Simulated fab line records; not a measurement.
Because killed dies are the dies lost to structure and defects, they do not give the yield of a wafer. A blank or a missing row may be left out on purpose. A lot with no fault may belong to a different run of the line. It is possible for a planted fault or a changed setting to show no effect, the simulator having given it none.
Which tool is to blame? || flow gf180mcu || Sampling: 6 lots, 18 wafers, 4 of 602 route steps

WHAT EACH GAUGE READ, for each wafer
GF_M1_CD_MEAS_14: the cd target is 230 nm.
{"lot": "L763", "measured": "day 18 00:44", "on": "cd sem-02", "cd nm (nm)": "229.5 229.3 229.7"}
{"lot": "L767", "measured": "day 19 20:28", "on": "cd sem-01", "cd nm (nm)": "229.6 231.0 230.5"}
{"lot": "L770", "measured": "day 20 23:14", "on": "cd sem-01", "cd nm (nm)": "228.1 228.3 229.1"}
{"lot": "L780", "measured": "day 24 05:23", "on": "cd sem-01", "cd nm (nm)": "227.1 229.2 227.4"}
{"lot": "L782", "measured": "day 24 20:31", "on": "cd sem-01", "cd nm (nm)": "229.6 231.2 230.0"}

WHAT TOOL EACH LOT RAN ON (gives the tool, then ch and the chambers of the sampled wafers, and finally the start)
{"lot": "L763", "GF_DUAL_GATE_STRIP_13": "plasma asher-01 ch 0,1, day 9 00:57", "GF_HV_LDD_ETCHBACK_58": "rie diel-03 ch 1,2,3, day 13 08:59", "GF_CONTACT_ETCH_16": "rie diel-04 ch 0,2, day 17 00:32"}
{"lot": "L767", "GF_DUAL_GATE_STRIP_13": "plasma asher-01 ch 0,1, day 10 08:06", "GF_HV_LDD_ETCHBACK_58": "rie diel-01 ch 0,3, day 14 22:28", "GF_CONTACT_ETCH_16": "rie diel-03 ch 0,2, day 18 18:19"}
{"lot": "L770", "GF_DUAL_GATE_STRIP_13": "plasma asher-03 ch 0,1, day 11 05:29", "GF_HV_LDD_ETCHBACK_58": "rie diel-03 ch 0,1,2, day 15 21:23", "GF_CONTACT_ETCH_16": "rie diel-04 ch 0,1,2, day 19 21:16"}
{"lot": "L773", "GF_DUAL_GATE_STRIP_13": "plasma asher-04 ch 0,1, day 12 00:58", "GF_HV_LDD_ETCHBACK_58": "rie diel-01 ch 2,3, day 16 21:59", "GF_CONTACT_ETCH_16": "-"}
{"lot": "L780", "GF_DUAL_GATE_STRIP_13": "plasma asher-03 ch 0,1, day 14 02:46", "GF_HV_LDD_ETCHBACK_58": "rie diel-03 ch 2,3, day 19 03:11", "GF_CONTACT_ETCH_16": "rie diel-02 ch 0,2,3, day 23 05:34"}
{"lot": "L782", "GF_DUAL_GATE_STRIP_13": "plasma asher-04 ch 0,1, day 14 16:52", "GF_HV_LDD_ETCHBACK_58": "rie diel-01 ch 1,2,3, day 19 20:37", "GF_CONTACT_ETCH_16": "rie diel-04 ch 1,3, day 23 21:17"}
- GF_DUAL_GATE_STRIP_13: strips in O2/N2.
- GF_HV_LDD_ETCHBACK_58: etches Si3N4 in CH3F/O2, stops on SiO2, time 100 s, target depth 90 nm.
- GF_CONTACT_ETCH_16: etches BARC in N2/H2.

THE ANSWER, worked out from the rows above alone
Rule: the lots themselves supply what counts as usual. The widest of any qualifying gaps counts: lots, ordered by their means at a reading, are off when they make up no more than a third of the lots, leave a main group of 4 or more, and stand apart from it by 3 or more times the standard deviation of that group's means. A main group whose means are all the same, to the digits that the tables above print for the reading, isn't used. Also off: a lot with no number at a reading for which 4 or more lots have one. Where the step has rows for the other lots, those lots are counted as sound.
Nothing can be told from this: no lot is off at any reading shown.

WHAT THE SIMULATOR PUT IN
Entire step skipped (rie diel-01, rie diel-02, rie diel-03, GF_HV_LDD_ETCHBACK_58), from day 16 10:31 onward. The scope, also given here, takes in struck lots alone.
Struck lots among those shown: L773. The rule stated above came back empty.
